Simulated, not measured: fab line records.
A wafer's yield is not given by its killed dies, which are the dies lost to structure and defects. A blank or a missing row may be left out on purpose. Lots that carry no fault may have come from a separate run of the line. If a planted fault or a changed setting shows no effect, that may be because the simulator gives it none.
Shared-tool check / flow sky130 / Sample size 13 lots and 45 wafers

WHY THIS WAS OPENED
At SKY_SONOS_TUNNEL_TW_MEAS_12 the reading SONOS_TUNNEL_TW is flagged on 2 of 13 lots. Wafers without a fault read 198.5, standard deviation 2.1.
Rule: a lot gets a flag if all its wafers with a number sit over 4 standard deviations from that mean, or if no wafer of it has a number. The rest of the lots are taken to be sound.

lot=L521; measured=day 11 08:05; on=filmMetro-02; SONOS_TUNNEL_TW, wafer by wafer=201.8 200.6 201.8; flag=
lot=L523; measured=day 12 13:06; on=filmMetro-02; SONOS_TUNNEL_TW, wafer by wafer=200.7 199.9 200.1; flag=
lot=L524; measured=day 12 13:31; on=filmMetro-02; SONOS_TUNNEL_TW, wafer by wafer=199.8 199.3 200.0; flag=
lot=L525; measured=day 12 18:43; on=filmMetro-03; SONOS_TUNNEL_TW, wafer by wafer=197.7 196.4 196.5; flag=
lot=L527; measured=day 13 02:41; on=filmMetro-03; SONOS_TUNNEL_TW, wafer by wafer=197.5 197.6 196.5; flag=
lot=L529; measured=day 13 22:22; on=filmMetro-03; SONOS_TUNNEL_TW, wafer by wafer=198.6 197.0 197.0; flag=
lot=L530; measured=day 14 06:05; on=filmMetro-03; SONOS_TUNNEL_TW, wafer by wafer=240.7 241.6 241.9 240.7 242.0 241.1; flag=FLAGGED
lot=L532; measured=day 14 17:27; on=filmMetro-04; SONOS_TUNNEL_TW, wafer by wafer=196.8 197.6 195.8; flag=
lot=L534; measured=day 15 14:31; on=filmMetro-02; SONOS_TUNNEL_TW, wafer by wafer=246.5 245.0 245.7 245.7 246.0 245.8; flag=FLAGGED
lot=L536; measured=day 16 06:39; on=filmMetro-04; SONOS_TUNNEL_TW, wafer by wafer=197.4 197.6 196.3; flag=
lot=L538; measured=day 17 03:19; on=filmMetro-04; SONOS_TUNNEL_TW, wafer by wafer=196.6 197.8 196.8; flag=
lot=L541; measured=day 18 11:58; on=filmMetro-03; SONOS_TUNNEL_TW, wafer by wafer=197.5 197.6 199.3; flag=
lot=L542; measured=day 19 13:11; on=filmMetro-03; SONOS_TUNNEL_TW, wafer by wafer=197.2 198.5 198.5; flag=
The mean of the flagged lots' numbers is 243.6, +45.1 from the usual (+21 standard deviations).

EACH LOT AND THE TOOL IT RAN ON
The record holds 1 process step before the reading, out of a route of 708 steps. Cell contents, in order: the tool; ch with the chambers the sampled wafers went through; the start.
lot=L521; flag=; SKY_SONOS_TUNNEL_IMPLANT_09=implanter-03 ch 0, day 11 07:40
lot=L523; flag=; SKY_SONOS_TUNNEL_IMPLANT_09=implanter-02 ch 0, day 12 12:41
lot=L524; flag=; SKY_SONOS_TUNNEL_IMPLANT_09=implanter-03 ch 0, day 12 13:05
lot=L525; flag=; SKY_SONOS_TUNNEL_IMPLANT_09=implanter-04 ch 0, day 12 18:19
lot=L527; flag=; SKY_SONOS_TUNNEL_IMPLANT_09=implanter-04 ch 0, day 13 02:08
lot=L529; flag=; SKY_SONOS_TUNNEL_IMPLANT_09=implanter-04 ch 0, day 13 21:57
lot=L530; flag=FLAGGED; SKY_SONOS_TUNNEL_IMPLANT_09=implanter-02 ch 0, day 14 05:20
lot=L532; flag=; SKY_SONOS_TUNNEL_IMPLANT_09=implanter-02 ch 0, day 14 17:01
lot=L534; flag=FLAGGED; SKY_SONOS_TUNNEL_IMPLANT_09=implanter-03 ch 0, day 15 13:47
lot=L536; flag=; SKY_SONOS_TUNNEL_IMPLANT_09=implanter-03 ch 0, day 16 06:15
lot=L538; flag=; SKY_SONOS_TUNNEL_IMPLANT_09=implanter-02 ch 0, day 17 02:46
lot=L541; flag=; SKY_SONOS_TUNNEL_IMPLANT_09=implanter-03 ch 0, day 18 11:28
lot=L542; flag=; SKY_SONOS_TUNNEL_IMPLANT_09=implanter-04 ch 0, day 19 12:37
What is done by these steps:
- SKY_SONOS_TUNNEL_IMPLANT_09
- SKY_SONOS_TUNNEL_TW_MEAS_12

FLAGGED AGAINST TOTAL, ONE TOOL AT A TIME (gauges that did the reading follow at the end)
step=SKY_SONOS_TUNNEL_IMPLANT_09; tool=implanter-02; lots run=4; flagged=1; share of the flagged lots=some; sound lots run after its first flagged lot=2 (L532,L538)
step=SKY_SONOS_TUNNEL_IMPLANT_09; tool=implanter-03; lots run=5; flagged=1; share of the flagged lots=some; sound lots run after its first flagged lot=2 (L536,L541)
step=SKY_SONOS_TUNNEL_IMPLANT_09; tool=implanter-04; lots run=4; flagged=0; share of the flagged lots=none; sound lots run after its first flagged lot=-
step=SKY_SONOS_TUNNEL_TW_MEAS_12; tool=filmMetro-02; lots run=4; flagged=1; share of the flagged lots=some; sound lots run after its first flagged lot=0
step=SKY_SONOS_TUNNEL_TW_MEAS_12; tool=filmMetro-03; lots run=6; flagged=1; share of the flagged lots=some; sound lots run after its first flagged lot=2 (L541,L542)
step=SKY_SONOS_TUNNEL_TW_MEAS_12; tool=filmMetro-04; lots run=3; flagged=0; share of the flagged lots=none; sound lots run after its first flagged lot=-

WHAT IS ALLOWED BY THE TABLE
No row of the table ran every flagged lot.

WHAT HAD BEEN PUT IN BY THE SIMULATOR
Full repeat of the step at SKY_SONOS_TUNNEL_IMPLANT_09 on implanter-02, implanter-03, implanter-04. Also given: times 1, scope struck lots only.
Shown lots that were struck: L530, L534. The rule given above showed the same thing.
